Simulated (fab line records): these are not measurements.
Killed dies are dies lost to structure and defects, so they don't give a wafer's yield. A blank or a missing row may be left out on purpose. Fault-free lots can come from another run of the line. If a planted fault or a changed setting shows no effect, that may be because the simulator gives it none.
Tool commonality check	flow gf180mcu	Lots sampled 11, wafers sampled 33

== WHAT PROMPTED THE OPENING ==
GF_V3_RS_MEAS_24, reading V3_W_RS: flagged on 2 of 11 lots. Wafers without a fault read 0.325 ohm/sq, standard deviation 0.0049.
Rule: a lot is flagged in two cases, either no wafer of it has a number, or all its wafers with numbers fall more than 4 standard deviations from that mean. As for the other lots, they are considered sound.

lot	measured	on	V3_W_RS (ohm/sq), wafer by wafer	flag
L504	day 23 14:13	film_metro-01	0.325 0.317 0.331	
L506	day 24 07:15	film_metro-03	0.328 0.330 0.329	
L507	day 24 17:04	film_metro-01	0.331 0.329 0.333	
L508	day 25 04:49	film_metro-03	0.260 0.254 0.263	FLAGGED
L510	day 25 17:31	film_metro-04	0.263 0.253 0.262	FLAGGED
L518	day 28 16:03	film_metro-03	0.326 0.323 0.323	
L519	day 29 05:07	film_metro-04	0.316 0.328 0.316	
L520	day 29 08:33	film_metro-01	0.321 0.327 0.318	
L522	day 29 10:48	film_metro-01	0.325 0.323 0.320	
L523	day 30 00:20	film_metro-03	0.329 0.332 0.329	
L524	day 30 03:40	film_metro-01	0.331 0.328 0.328	
On average the flagged lots' numbers are 0.259 ohm/sq, which is -0.066 ohm/sq against the usual, or -13 standard deviations.

== WHICH TOOL RAN EACH LOT ==
The record holds 2 process steps before the reading, out of a route of 602 steps. Cell contents, in order: the tool; ch with the chambers the sampled wafers went through; the start.
lot	flag	GF_V3_SPUTTER_21	GF_V3_CVD_23
L504		pvd_sputter-02, day 23 13:59	cvd_w-02 ch 0,1, day 23 14:05
L506		pvd_sputter-03, day 24 07:02	cvd_w-01 ch 0,1, day 24 07:08
L507		pvd_sputter-03, day 24 16:50	cvd_w-01 ch 0,1, day 24 16:56
L508	FLAGGED	pvd_sputter-02, day 25 04:34	cvd_w-02 ch 0,1, day 25 04:41
L510	FLAGGED	pvd_sputter-02, day 25 17:19	cvd_w-02 ch 0,1, day 25 17:25
L518		pvd_sputter-02, day 28 15:47	cvd_w-01 ch 1, day 28 15:53
L519		pvd_sputter-03, day 29 04:55	cvd_w-02 ch 0,1, day 29 05:01
L520		pvd_sputter-01, day 29 08:20	cvd_w-02 ch 0,1, day 29 08:26
L522		pvd_sputter-02, day 29 10:32	cvd_w-01 ch 0,1, day 29 10:41
L523		pvd_sputter-01, day 30 00:06	cvd_w-01 ch 0,1, day 30 00:12
L524		pvd_sputter-01, day 30 03:26	cvd_w-01 ch 1, day 30 03:32
What is done by these steps:
- GF_V3_SPUTTER_21: material Ti, target thk 15 nm, time 80.02 s.
- GF_V3_CVD_23: deposits W, target thk 350 nm, time 104.9 s.
- GF_V3_RS_MEAS_24: measures by four-point-probe.

== FLAGGED OVER TOTAL, TOOL BY TOOL (the gauges that took the reading come last) ==
step	tool	lots run	flagged	share of the flagged lots	sound lots run after its first flagged lot
GF_V3_SPUTTER_21	pvd_sputter-01	3	0	none	-
GF_V3_SPUTTER_21	pvd_sputter-02	5	2	all	2 (L518,L522)
GF_V3_SPUTTER_21	pvd_sputter-03	3	0	none	-
GF_V3_CVD_23	cvd_w-01	6	0	none	-
GF_V3_CVD_23	cvd_w-02	5	2	all	2 (L519,L520)
GF_V3_RS_MEAS_24	film_metro-01	5	0	none	-
GF_V3_RS_MEAS_24	film_metro-03	4	1	some	2 (L518,L523)
GF_V3_RS_MEAS_24	film_metro-04	2	1	some	1 (L519)

== WHAT IS ALLOWED BY THE TABLE ==
Rows of the table that ran all the flagged lots, 2 in number: pvd_sputter-02 at GF_V3_SPUTTER_21; cvd_w-02 at GF_V3_CVD_23.
- pvd_sputter-02 at GF_V3_SPUTTER_21: 2 of its 5 lots flagged. Lots that were sound ran on it after the first flagged one (L518, L522); a persistent fault on the entire tool would not allow that.
- cvd_w-02 at GF_V3_CVD_23: 2 of its 5 lots flagged. Lots that were sound ran on it after the first flagged one (L519, L520); a persistent fault on the entire tool would not allow that. Its own readings lie more than 4 standard deviations out on every wafer of the flagged lots: susceptor_temp_C.
None of the table's rows ran every flagged lot and, after the first, no sound lot.

== WHAT WAS PUT IN BY THE SIMULATOR ==
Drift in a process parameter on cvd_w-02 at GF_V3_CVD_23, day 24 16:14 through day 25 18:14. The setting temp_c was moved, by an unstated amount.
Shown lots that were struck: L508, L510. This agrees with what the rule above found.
